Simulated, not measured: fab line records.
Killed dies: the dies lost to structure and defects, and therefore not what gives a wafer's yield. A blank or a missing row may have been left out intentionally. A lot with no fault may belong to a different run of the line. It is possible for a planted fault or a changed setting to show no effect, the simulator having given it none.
8D (eight disciplines) problem report, filled in by code | flow gf180mcu | the parts of the form that need people (team, actions taken, sign-off) are left out

## 1. PROBLEM STATEMENT
tilt deg at GF_MVSD_IMPLANT_09 reads a mean of 4.496 degrees on 6 wafers of 2 lots; wafers without a fault read 0.001 degrees with a standard deviation of 0.02. So: +99 or more standard deviations from the usual mean.
Earliest sighting: wafer L356.1 on implanter-01 at day 9 14:48. The record holds 41 wafers of 14 lots with a number at this step. Rule for "out", or "out of limits": more than 4 standard deviations from the usual mean. Any other wafer with a number is counted as sound.

## 2. WHAT IT IS AND WHAT IT IS NOT
question                    | is                     | is not
which readings at this step | tilt deg               | -
which lots                  | L356, L357             | L335, L336, L339, L341, L343, L344, L345, L346, L347, L350, L352, L358
which wafers of those lots  | all that have a number | -
read on which tools         | implanter-01           | implanter-02, implanter-03
when                        | from day 9 14:48       | up to then (32 sound wafers); but 3 sound wafers of L358 came after

## 3. WHAT RULES OUT EACH SUSPECT
Counting: a tool at any process step up to the reading remains a suspect when it ran all the lots that are out and ran no sound lot after the first of those.
- implanter-01 at GF_MVSD_IMPLANT_09: kept. It processed each lot that is out, first L356 at day 9 14:48, and no sound lot thereafter; up to then, the last sound lot it processed was L350 at day 8 02:50. Out on those wafers are its own readings of tilt deg.
The count leaves implanter-01 at GF_MVSD_IMPLANT_09.

## 4. THE CAUSE (what the simulator had put in)
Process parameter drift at GF_MVSD_IMPLANT_09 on implanter-01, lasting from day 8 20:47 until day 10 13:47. Setting tilt deg shifted by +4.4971 from 0. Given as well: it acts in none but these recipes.
The count eliminated every tool but this one.

## 5. THE CHAIN OF EFFECTS, in route order
One row per reading whose mean, taken over the struck wafers that have a number, lies over 3 standard deviations from the usual. Only readings for which the record gives a usual standard deviation are gone through. hours: the time from each lot's start at the first step in this table that gives one to its start at this step, as a median over the lots. sigmas: the change in usual standard deviations.
hours | step               | reading  | usual         | on struck wafers | change | sigmas
0     | GF_MVSD_IMPLANT_09 | tilt deg | 0.001 degrees | 4.496            | +4.495 | +99 or more
The process steps in it:
- GF_MVSD_IMPLANT_09

## 6. WHAT WOULD HAVE CAUGHT IT SOONER
The fault began at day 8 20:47; the first out-of-limits reading in this record came at day 9 14:48, 18 hours later.
